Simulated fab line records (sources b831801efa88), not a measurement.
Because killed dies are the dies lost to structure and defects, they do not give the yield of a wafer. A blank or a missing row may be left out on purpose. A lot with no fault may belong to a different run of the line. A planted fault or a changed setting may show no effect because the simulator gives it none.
Which tool was responsible? | flow gf180mcu | 13 lots, 39 wafers sampled, at 4 steps of a route of 602

WHAT THE GAUGES READ, wafer by wafer
GF_V5_OVL_MEAS_15. Usual: V5_OVL 4 nm, standard deviation 4.6.
lot  | measured     | on         | V5_OVL (nm) | flag
L671 | day 28 00:58 | overlay-02 | 0 -3 -2     |
L672 | day 28 17:28 | overlay-01 | 2 2 5       |
L673 | day 28 21:03 | overlay-02 | 9 9 6       |
L674 | day 29 12:19 | overlay-01 | 10 13 9     |
L676 | day 29 13:01 | overlay-02 | 7 2 3       |
L677 | day 29 23:13 | overlay-02 | 2 3 3       |
L680 | day 30 23:09 | overlay-02 | 5 7 8       |
L684 | day 31 22:42 | overlay-02 | 4 4 2       |
L686 | day 32 11:07 | overlay-02 | 1 7 3       |
L688 | day 32 19:24 | overlay-02 | 9 3 3       |
L691 | day 33 17:35 | overlay-01 | 3 9 9       |
L692 | day 33 20:39 | overlay-02 | 10 5 8      |
L693 | day 33 22:58 | overlay-01 | 8 3 9       |

GF_PASSIVATION_BOW_MEAS_14. Usual: PASSIVATION_BOW 136 um, standard deviation 12.
lot  | measured     | on            | PASSIVATION_BOW (um) | flag
L671 | day 29 21:06 | film-metro-03 | 146 139 133          |
L672 | day 30 12:58 | film-metro-02 | 116 119 144          |
L673 | day 30 17:19 | film-metro-02 | 149 144 152          |
L674 | day 31 06:07 | film-metro-01 | 126 130 136          |
L676 | day 31 07:15 | film-metro-03 | 132 132 133          |
L677 | day 31 17:22 | film-metro-02 | 136 128 131          |
L680 | day 32 14:48 | film-metro-02 | 149 141 154          |
L684 | day 33 12:24 | film-metro-02 | 143 143 156          |
L686 | day 33 23:58 | film-metro-03 | 131 136 142          |
L688 | day 34 07:51 | film-metro-01 | 118 119 110          |
L691 | day 35 04:56 | film-metro-03 | 147 134 132          |
L692 | day 35 08:02 | film-metro-01 | 160 145 141          |
L693 | day 35 09:43 | film-metro-03 | 137 144 149          |

WHAT TOOL EACH LOT RAN ON (gives the tool, then ch and the chambers of the sampled wafers, and finally the start)
lot  | GF_M1_SPUTTER_03             | GF_TOP_METAL_SPUTTER_01
L671 | pvd-sputter-03, day 16 22:40 | pvd-sputter-01, day 28 02:35
L672 | pvd-sputter-04, day 17 19:31 | pvd-sputter-02, day 28 18:59
L673 | pvd-sputter-02, day 17 23:57 | pvd-sputter-03, day 28 22:36
L674 | pvd-sputter-03, day 18 16:58 | pvd-sputter-03, day 29 13:50
L676 | pvd-sputter-04, day 18 21:05 | pvd-sputter-02, day 29 14:32
L677 | pvd-sputter-02, day 19 08:08 | pvd-sputter-02, day 30 00:43
L680 | pvd-sputter-02, day 20 12:46 | pvd-sputter-03, day 31 01:01
L684 | pvd-sputter-03, day 21 20:47 | pvd-sputter-03, day 32 00:13
L686 | pvd-sputter-03, day 22 12:28 | pvd-sputter-01, day 32 12:49
L688 | pvd-sputter-04, day 23 02:54 | pvd-sputter-01, day 32 20:57
L691 | pvd-sputter-03, day 24 05:21 | pvd-sputter-01, day 33 19:10
L692 | pvd-sputter-04, day 24 10:02 | pvd-sputter-02, day 33 22:14
L693 | pvd-sputter-02, day 24 14:30 | pvd-sputter-01, day 34 00:32
- GF_M1_SPUTTER_03: material Ti, target thk 10 nm, time 6.7 s.
- GF_TOP_METAL_SPUTTER_01: material TiN, target thk 30 nm, time 25 s.

WHAT THE TOOLS THEMSELVES READ (means of the sampled wafers that have a number; where no wafer has one, the mark that the record gives instead)
GF_M1_SPUTTER_03. Usual: cathode-dc-power-W 2999.9 W, standard deviation 0.57; throttle-valve-pct 30.4 %, standard deviation 1.1.
lot  | tool           | cathode-dc-power-W (W) | throttle-valve-pct (%) | flag
L671 | pvd-sputter-03 | 2999.7                 | 31.0                   |
L672 | pvd-sputter-04 | 3000.0                 | 29.3                   |
L673 | pvd-sputter-02 | 2999.8                 | 29.6                   |
L674 | pvd-sputter-03 | 2999.6                 | 31.3                   |
L676 | pvd-sputter-04 | 3000.4                 | 29.1                   |
L677 | pvd-sputter-02 | 3000.0                 | 29.6                   |
L680 | pvd-sputter-02 | 2999.6                 | 30.4                   |
L684 | pvd-sputter-03 | 2999.9                 | 31.5                   |
L686 | pvd-sputter-03 | 3000.1                 | 31.8                   |
L688 | pvd-sputter-04 | 3000.0                 | 30.6                   |
L691 | pvd-sputter-03 | 2999.2                 | 31.2                   |
L692 | pvd-sputter-04 | 2999.6                 | 30.8                   |
L693 | pvd-sputter-02 | 3000.7                 | 30.0                   |

GF_TOP_METAL_SPUTTER_01. Usual: cathode-dc-power-W 6500.0 W, standard deviation 1.2; throttle-valve-pct 30.6 %, standard deviation 0.87.
lot  | tool           | cathode-dc-power-W (W) | throttle-valve-pct (%) | flag
L671 | pvd-sputter-01 | 6501.3                 | 30.4                   |
L672 | pvd-sputter-02 | 6499.1                 | 29.2                   |
L673 | pvd-sputter-03 | 6498.6                 | 32.0                   |
L674 | pvd-sputter-03 | 6499.8                 | 31.6                   |
L676 | pvd-sputter-02 | 6500.4                 | 29.4                   |
L677 | pvd-sputter-02 | 6499.8                 | 30.2                   |
L680 | pvd-sputter-03 | 6500.1                 | 31.7                   |
L684 | pvd-sputter-03 | 6500.4                 | 31.0                   |
L686 | pvd-sputter-01 | 6500.7                 | 30.3                   |
L688 | pvd-sputter-01 | 6500.4                 | 30.4                   |
L691 | pvd-sputter-01 | 6500.0                 | 30.6                   |
L692 | pvd-sputter-02 | 6499.3                 | 30.6                   |
L693 | pvd-sputter-01 | 6499.9                 | 30.3                   |

THE ANSWER, worked out from the rows above alone
Rule: a lot counts as off when the mean over its wafers that have a number is more than 3 standard deviations away from the usual mean. Also off: a lot with no number at a reading for which 4 or more lots have one. Where the step has rows for the other lots, those lots are counted as sound. After the gauges, taken in route order, come the tools' own readings; for these a lot's mean is taken, as printed above. At the first step where some lot is off, the reading lying furthest off is the one used; lots without a number count as furthest.
None of the lots is off at any reading shown; this tells nothing.

WHAT WAS PUT IN BY THE SIMULATOR
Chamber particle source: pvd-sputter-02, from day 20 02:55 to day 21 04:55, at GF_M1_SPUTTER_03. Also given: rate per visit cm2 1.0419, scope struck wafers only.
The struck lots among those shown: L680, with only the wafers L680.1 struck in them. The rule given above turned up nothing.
